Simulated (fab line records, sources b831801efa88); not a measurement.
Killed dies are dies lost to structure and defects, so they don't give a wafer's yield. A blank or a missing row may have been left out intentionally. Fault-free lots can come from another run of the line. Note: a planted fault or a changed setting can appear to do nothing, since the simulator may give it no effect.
Which of the tools did it? | flow gf180mcu | 11 lots, 33 wafers sampled, at 5 steps of a route of 602

WHAT THE GAUGES SHOWED, per wafer
GF_V3_THK_MEAS_03. Usual: V3_CVD_02_THK 849 nm, standard deviation 12.
lot  | measured     | on            | V3_CVD_02_THK (nm) | flag
L233 | day 21 07:40 | film-metro-03 | 836 850 851        |
L235 | day 22 09:00 | film-metro-02 | 842 843 863        |
L237 | day 23 04:13 | film-metro-03 | 881 847 872        |
L239 | day 23 23:04 | film-metro-02 | 852 855 845        |
L240 | day 24 04:45 | film-metro-02 | 855 849 846        |
L241 | day 24 08:16 | film-metro-02 | 842 823 842        |
L242 | day 24 21:01 | film-metro-04 | 846 859 851        |
L249 | day 27 00:28 | film-metro-02 | 858 834 859        |
L252 | day 27 20:38 | film-metro-03 | 1469 1458 1474     | OFF
L253 | day 28 05:17 | film-metro-02 | 1482 1468 1470     | OFF
L254 | day 28 08:54 | film-metro-03 | 841 855 859        |

TOOL THAT RAN EACH LOT (tool first, then ch and the chambers of the sampled wafers, then the start)
lot  | GF_V2_ETCH_16                      | GF_V2_ETCH_17                                 | GF_M3_STRIP_17                       | GF_V3_CVD_02
L233 | rie-diel-01 ch 2,3, day 20 05:18   | rie-diel-01 ch 2,3, day 21 06:55 or earlier   | plasma-asher-02 ch 0,1, day 21 06:55 | pecvd-04 ch 1,2, day 21 07:35
L235 | rie-diel-04 ch 0,1, day 21 06:56   | rie-diel-04 ch 0,1, day 22 08:16 or earlier   | plasma-asher-04 ch 0,1, day 22 08:16 | pecvd-04 ch 0,1,2, day 22 08:55
L237 | rie-diel-04 ch 0,2,3, day 22 01:57 | rie-diel-04 ch 0,2,3, day 23 03:26 or earlier | plasma-asher-03 ch 0,1, day 23 03:26 | pecvd-02 ch 0,1, day 23 04:07
L239 | rie-diel-01 ch 0,1, day 22 21:57   | rie-diel-01 ch 0,1, day 23 22:21 or earlier   | plasma-asher-03 ch 0,1, day 23 22:21 | pecvd-01 ch 0,1,2, day 23 22:59
L240 | rie-diel-01 ch 1,3, day 23 03:27   | rie-diel-01 ch 1,3, day 24 04:00 or earlier   | plasma-asher-04 ch 0,1, day 24 04:00 | pecvd-04 ch 1,2, day 24 04:40
L241 | rie-diel-01 ch 0,3, day 23 07:56   | rie-diel-01 ch 0,3, day 24 07:31 or earlier   | plasma-asher-03 ch 0,1, day 24 07:31 | pecvd-01 ch 0,2, day 24 08:11
L242 | rie-diel-01 ch 0,3, day 23 19:54   | rie-diel-01 ch 0,3, day 24 20:17 or earlier   | plasma-asher-02 ch 0,1, day 24 20:17 | pecvd-02 ch 1,2, day 24 20:55
L249 | rie-diel-03 ch 1,3, day 26 01:03   | rie-diel-03 ch 1,3, day 26 23:43 or earlier   | plasma-asher-04 ch 0,1, day 26 23:43 | pecvd-01 ch 1,2, day 27 00:24
L252 | rie-diel-01 ch 1,2,3, day 26 21:05 | rie-diel-01 ch 1,2,3, day 27 19:52 or earlier | plasma-asher-04 ch 0,1, day 27 19:52 | pecvd-04 ch 0,1, day 27 20:34
L253 | rie-diel-04 ch 0,2,3, day 27 06:36 | rie-diel-04 ch 0,2,3, day 28 04:32 or earlier | plasma-asher-03 ch 0,1, day 28 04:32 | pecvd-04 ch 0,1,2, day 28 05:13
L254 | rie-diel-03 ch 0,1,3, day 27 10:38 | rie-diel-03 ch 0,1,3, day 28 08:10 or earlier | plasma-asher-02 ch 0,1, day 28 08:10 | pecvd-01 ch 0,1, day 28 08:50
- GF_V2_ETCH_16: etches BARC in N2/H2.
- GF_V2_ETCH_17: etches SiO2 in C4F8/O2/Ar, stops on TiN, target depth 630 nm.
- GF_M3_STRIP_17: strips in O2/N2.
- GF_V3_CVD_02: deposits SiO2 from TEOS, target thk 850 nm, time 94.851 s.

WHAT THE TOOLS THEMSELVES READ (means of the sampled wafers that have a number; where no wafer has one, the mark that the record gives instead)
GF_V2_ETCH_16. Usual: drypump-motor-current-A 5.7 A, standard deviation 0.53; oes-product-au 0.854 a.u., standard deviation 0.0048; throttle-valve-pct 13.223 %, standard deviation 0.0093.
lot  | tool        | drypump-motor-current-A (A) | oes-product-au (a.u.) | throttle-valve-pct (%) | flag
L233 | rie-diel-01 | 6.4                         | 0.856                 | 13.220                 |
L235 | rie-diel-04 | 5.9                         | 0.857                 | 13.219                 |
L237 | rie-diel-04 | 5.4                         | 0.857                 | 13.226                 |
L239 | rie-diel-01 | 5.8                         | 0.859                 | 13.226                 |
L240 | rie-diel-01 | 5.9                         | 0.857                 | 13.239                 |
L241 | rie-diel-01 | 6.3                         | 0.855                 | 13.226                 |
L242 | rie-diel-01 | 6.3                         | 0.855                 | 13.220                 |
L249 | rie-diel-03 | 5.6                         | 0.853                 | 13.222                 |
L252 | rie-diel-01 | 6.0                         | 0.855                 | 13.217                 |
L253 | rie-diel-04 | 5.4                         | 0.850                 | 13.230                 |
L254 | rie-diel-03 | 5.5                         | 0.854                 | 13.225                 |

GF_V2_ETCH_17. Usual: oes-product-au 0.856 a.u., standard deviation 0.0052.
lot  | tool        | oes-product-au (a.u.) | flag
L233 | rie-diel-01 | 0.855                 |
L235 | rie-diel-04 | 0.851                 |
L237 | rie-diel-04 | 0.853                 |
L239 | rie-diel-01 | 0.860                 |
L240 | rie-diel-01 | 0.861                 |
L241 | rie-diel-01 | 0.855                 |
L242 | rie-diel-01 | 0.860                 |
L249 | rie-diel-03 | 0.853                 |
L252 | rie-diel-01 | 0.858                 |
L253 | rie-diel-04 | 0.848                 |
L254 | rie-diel-03 | 0.854                 |

GF_M3_STRIP_17. Usual: drypump-motor-current-A 5.8 A, standard deviation 0.44; heater-power-w 378 W, standard deviation 29; oes-product-au 0.558 a.u., standard deviation 0.0052; strip-time-to-endpoint-s 7.88 s, standard deviation 0.047.
lot  | tool            | drypump-motor-current-A (A) | heater-power-w (W) | oes-product-au (a.u.) | strip-time-to-endpoint-s (s) | flag
L233 | plasma-asher-02 | 6.1                         | 331                | 0.559                 | 7.86                         |
L235 | plasma-asher-04 | 5.6                         | 408                | 0.562                 | 7.93                         |
L237 | plasma-asher-03 | 5.9                         | 371                | 0.559                 | 7.89                         |
L239 | plasma-asher-03 | 6.0                         | 377                | 0.554                 | 7.89                         |
L240 | plasma-asher-04 | 5.6                         | 395                | 0.556                 | 7.85                         |
L241 | plasma-asher-03 | 5.6                         | 368                | 0.558                 | 7.86                         |
L242 | plasma-asher-02 | 6.4                         | 336                | 0.559                 | 7.87                         |
L249 | plasma-asher-04 | 5.7                         | 400                | 0.554                 | 7.81                         |
L252 | plasma-asher-04 | 5.6                         | 408                | 0.563                 | 7.94                         |
L253 | plasma-asher-03 | 5.9                         | 371                | 0.563                 | 7.93                         |
L254 | plasma-asher-02 | 6.0                         | 334                | 0.552                 | 7.78                         |

GF_V3_CVD_02. Usual: heater-power-w 646 W, standard deviation 100; susceptor-temp-C 400.02 C, standard deviation 0.23.
lot  | tool     | heater-power-w (W) | susceptor-temp-C (C) | flag
L233 | pecvd-04 | 668                | 399.82               |
L235 | pecvd-04 | 575                | 399.88               |
L237 | pecvd-02 | 680                | 399.89               |
L239 | pecvd-01 | 703                | 399.95               |
L240 | pecvd-04 | 672                | 399.88               |
L241 | pecvd-01 | 677                | 400.07               |
L242 | pecvd-02 | 659                | 399.88               |
L249 | pecvd-01 | 724                | 400.04               |
L252 | pecvd-04 | 609                | 400.23               |
L253 | pecvd-04 | 632                | 399.92               |
L254 | pecvd-01 | 612                | 399.99               |

THE ANSWER, worked out from the rows above alone
Rule: a lot is off if the mean of its wafers that have a number lies more than 3 standard deviations from the usual mean. Also off: a lot with no number at a reading for which 4 or more lots have one. All remaining lots with rows at the step are treated as sound. The gauges are gone through in route order, then the tools' own readings, and for those a lot's mean is taken as printed above. At the first step where some lot is off, the reading lying furthest off is the one used; lots without a number count as furthest.
Off: L252, L253, seen at GF_V3_THK_MEAS_03 (V3_CVD_02_THK).
A tool fits if, at a process step before that reading, it ran every lot that is off, and no sound lot after the first of them. Those tools and the gauges at GF_V3_THK_MEAS_03 are tried in the same way. GF_V2_ETCH_17 gives no start for some lots, so the hours and the order of its lots are those of GF_M3_STRIP_17. One fits: pecvd-04 at GF_V3_CVD_02. Its last sound lot is L240 (day 24 04:40), its first lot that is off L252 (day 27 20:34): a fault that began between those two fits.

WHAT HAD BEEN PUT IN BY THE SIMULATOR
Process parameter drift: pecvd-04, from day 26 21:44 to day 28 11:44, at GF_V3_CVD_02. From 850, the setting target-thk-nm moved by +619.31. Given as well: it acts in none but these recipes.
Struck lots among those shown: L252, L253. This agrees with what the rule above found.
